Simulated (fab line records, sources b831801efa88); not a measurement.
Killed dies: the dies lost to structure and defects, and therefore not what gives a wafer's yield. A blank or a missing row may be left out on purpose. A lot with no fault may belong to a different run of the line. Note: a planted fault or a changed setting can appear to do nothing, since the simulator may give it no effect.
Tool commonality check    flow gf180mcu    Lots sampled 8, wafers sampled 24

## REASON FOR OPENING
3 of 8 lots carry a flag on the reading VT_IMPLANT_2_TW at GF_VT_IMPLANT_TW_MEAS_21. Fault-free wafers read 1220, with a standard deviation of 5.6.
Rule: a lot is flagged when every wafer of it that has a number lies more than 4 standard deviations from that mean, or none has a number. The rest of the lots are taken to be sound.

lot   measured     on             VT_IMPLANT_2_TW, wafer by wafer  flag
L788  day 6 10:07  film-metro-03  1217 1218 1218                   
L789  day 6 13:17  film-metro-03  1218 1214 1216                   
L790  day 6 19:18  film-metro-03  1222 1210 1213                   
L791  day 7 03:49  film-metro-02  1226 1226 1224                   
L795  day 8 05:04  film-metro-03  1207 1207 1211                   
L797  day 8 20:58  film-metro-02  884 884 884                      FLAGGED
L798  day 9 02:04  film-metro-01  877 882 877                      FLAGGED
L799  day 9 07:31  film-metro-03  880 885 880                      FLAGGED
Average over the flagged lots: 881; offset from the usual -339, equal to -60 standard deviations.

## LOT BY LOT: THE TOOL USED
The record holds 1 process step before the reading, out of a route of 602 steps. Each cell gives the tool, then ch followed by the chambers the sampled wafers passed through, then the start.
lot   flag     GF_VT_IMPLANT_IMPLANT_19
L788           implanter-02 ch 0, day 6 09:52
L789           implanter-02 ch 0, day 6 13:02
L790           implanter-04 ch 0, day 6 19:04
L791           implanter-02 ch 0, day 7 03:34
L795           implanter-04 ch 0, day 8 04:49
L797  FLAGGED  implanter-02 ch 0, day 8 20:43
L798  FLAGGED  implanter-01 ch 0, day 9 01:49
L799  FLAGGED  implanter-04 ch 0, day 9 07:16
What is done by these steps:
- GF_VT_IMPLANT_IMPLANT_19
- GF_VT_IMPLANT_TW_MEAS_21

## FLAGGED AGAINST TOTAL, ONE TOOL AT A TIME (gauges that did the reading follow at the end)
step                      tool           lots run  flagged  share of the flagged lots  sound lots run after its first flagged lot
GF_VT_IMPLANT_IMPLANT_19  implanter-01   1         1        some                       0
GF_VT_IMPLANT_IMPLANT_19  implanter-02   4         1        some                       0
GF_VT_IMPLANT_IMPLANT_19  implanter-04   3         1        some                       0
GF_VT_IMPLANT_TW_MEAS_21  film-metro-01  1         1        some                       0
GF_VT_IMPLANT_TW_MEAS_21  film-metro-02  2         1        some                       0
GF_VT_IMPLANT_TW_MEAS_21  film-metro-03  5         1        some                       0

## WHAT THE TABLE ALLOWS
No row of the table ran every flagged lot.

## WHAT HAD BEEN PUT IN BY THE SIMULATOR
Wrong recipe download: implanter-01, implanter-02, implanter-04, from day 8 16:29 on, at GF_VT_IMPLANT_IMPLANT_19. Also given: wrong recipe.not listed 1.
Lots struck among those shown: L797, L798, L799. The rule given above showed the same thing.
